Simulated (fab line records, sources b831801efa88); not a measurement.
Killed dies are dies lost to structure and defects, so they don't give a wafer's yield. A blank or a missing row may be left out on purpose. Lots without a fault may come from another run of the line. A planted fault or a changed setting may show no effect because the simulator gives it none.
Which tool did it? | flow gf180mcu | 12 lots, 36 wafers sampled, at 4 steps of a route of 602

WHAT THE GAUGES READ, wafer by wafer
GF_VT_IMPLANT_RS_MEAS_46: measures by four-point-probe.
lot  | measured     | on            | MVSD_RS (ohm/sq)
L791 | day 7 16:21  | film_metro-04 | 456.0 456.0 457.0
L793 | day 8 04:21  | film_metro-03 | 456.4 455.9 456.8
L794 | day 8 10:39  | film_metro-04 | 456.5 456.5 456.1
L795 | day 8 19:01  | film_metro-04 | 457.3 455.6 457.6
L796 | day 8 22:23  | film_metro-04 | 456.0 456.2 456.1
L797 | day 9 06:19  | film_metro-04 | 456.8 458.2 457.3
L798 | day 9 10:27  | film_metro-03 | 456.6 456.6 457.4
L799 | day 9 18:31  | film_metro-01 | 455.6 455.9 455.6
L806 | day 11 18:59 | film_metro-01 | 457.4 457.4 457.7
L810 | day 12 20:52 | film_metro-04 | 457.5 458.0 456.4
L811 | day 13 05:14 | film_metro-01 | 458.1 457.6 457.2
L813 | day 13 17:14 | film_metro-01 | 455.6 456.9 456.0

GF_HV_LDD_TW_MEAS_38.
lot  | measured     | on            | HV_LDD_3_TW
L791 | day 11 16:31 | film_metro-01 | 1418 1410 1424
L793 | day 12 09:15 | film_metro-01 | 1428 1424 1424
L794 | day 12 13:19 | film_metro-04 | 1438 1430 1438
L795 | day 13 01:34 | film_metro-04 | 1428 1441 1437
L796 | day 13 04:37 | film_metro-03 | 1438 1429 1442
L797 | day 13 14:07 | film_metro-03 | 1437 1446 1441
L798 | day 13 16:28 | film_metro-01 | 1421 1414 1417
L799 | day 14 03:17 | film_metro-01 | 1429 1417 1430
L806 | day 16 11:51 | film_metro-01 | 1426 1430 1413
L810 | day 17 18:09 | film_metro-03 | 1415 1416 1410
L811 | day 18 03:23 | film_metro-03 | 1414 1414 1403 1406 1413 1408
L813 | day 18 15:02 | film_metro-01 | 1428 1434 1426

GF_HV_LDD_RS_MEAS_53: measures by four-point-probe.
lot  | measured     | on            | HV_LDD_RS (ohm/sq)
L791 | day 12 12:50 | film_metro-04 | 418.1 418.0 418.9
L793 | day 13 05:17 | film_metro-04 | 417.7 417.8 417.4
L794 | day 13 09:14 | film_metro-03 | 418.1 416.3 418.2
L795 | day 13 21:43 | film_metro-04 | 419.7 419.2 420.3
L796 | day 14 03:36 | film_metro-03 | 418.2 419.0 417.6
L797 | day 14 11:13 | film_metro-04 | 419.6 419.1 418.4
L798 | day 14 13:48 | film_metro-04 | 418.2 417.8 418.6
L799 | day 15 00:29 | film_metro-03 | 419.1 418.1 417.5
L806 | day 17 11:04 | film_metro-04 | 418.8 418.4 418.9
L810 | day 18 18:28 | film_metro-03 | 421.4 420.4 421.1
L811 | day 19 04:03 | film_metro-04 | 420.8 420.6 420.7
L813 | day 19 15:34 | film_metro-04 | 418.3 417.8 418.1

WHICH TOOL RAN EACH LOT (tool, then ch and the chambers of the sampled wafers, then the start)
lot  | GF_HV_LDD_IMPLANT_33
L791 | implanter-04 ch 0, day 11 15:49
L793 | implanter-04 ch 0, day 12 08:34
L794 | implanter-01 ch 0, day 12 12:37
L795 | implanter-04 ch 0, day 13 00:53
L796 | implanter-01 ch 0, day 13 03:55
L797 | implanter-01 ch 0, day 13 13:27
L798 | implanter-04 ch 0, day 13 15:46
L799 | implanter-02 ch 0, day 14 02:35
L806 | implanter-02 ch 0, day 16 11:09
L810 | implanter-01 ch 0, day 17 17:27
L811 | implanter-01 ch 0, day 18 02:41
L813 | implanter-04 ch 0, day 18 14:20
- GF_HV_LDD_IMPLANT_33

WHAT THE TOOLS THEMSELVES READ (means of the sampled wafers that have a number; where no wafer has one, the mark that the record gives instead)
GF_HV_LDD_IMPLANT_33.
lot  | tool         | beam_on_s (s) | faraday_current_uA
L791 | implanter-04 | 9.75          | 43.5
L793 | implanter-04 | 9.97          | 42.4
L794 | implanter-01 | 9.84          | 43.1
L795 | implanter-04 | 10.09         | 42.1
L796 | implanter-01 | 9.91          | 42.7
L797 | implanter-01 | 10.12         | 42.0
L798 | implanter-04 | 9.83          | 43.1
L799 | implanter-02 | 10.08         | 41.9
L806 | implanter-02 | 9.99          | 42.4
L810 | implanter-01 | 8.35          | 50.8
L811 | implanter-01 | 8.30          | 50.9
L813 | implanter-04 | 10.18         | 41.5

THE ANSWER, worked out from the rows above alone
Rule: what is usual is taken from the lots themselves. Put in order of their means at a reading, lots are off if they are a third of the lots or fewer, leave a main group of 4 or more, and stand apart from it by a gap of 3 or more times the standard deviation of the main group's means; of several such gaps the widest counts. A main group whose means are all the same, to the digits that the tables above print for the reading, isn't used. A lot without any number at a reading at which 4 lots or more have one is off too. The other lots that the step has rows for count as sound. The gauges are gone through in route order, then the tools' own readings, and for those a lot's mean is taken as printed above. The first step at which some lot is off is used, and at that step the reading that is off furthest; a lot without a number counts as furthest.
Off: L810, L811, at GF_HV_LDD_IMPLANT_33 (faraday_current_uA). The main group: mean 42.5, standard deviation 0.6.
A tool fits if, at that step or a process step before it, it ran every lot that is off, and no sound lot after the first of them. One fits: implanter-01 at GF_HV_LDD_IMPLANT_33. Its last sound lot is L797 (day 13 13:27), its first lot that is off L810 (day 17 17:27): a fault that began between those two fits.
The tool's own readings at GF_HV_LDD_IMPLANT_33 bear it out: on the lots that are off they differ by more than 5 times the standard deviation of the sound lots' means. beam_on_s reads 8.32 s there against 9.98 s on the sound lots; faraday_current_uA reads 50.8 there against 42.5 on the sound lots.

WHAT THE SIMULATOR HAD PUT IN
Process parameter drift: implanter-01, from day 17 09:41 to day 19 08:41, at GF_HV_LDD_IMPLANT_33. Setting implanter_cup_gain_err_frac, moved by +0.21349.
Lots struck among those shown: L810, L811. The rule above found the same.
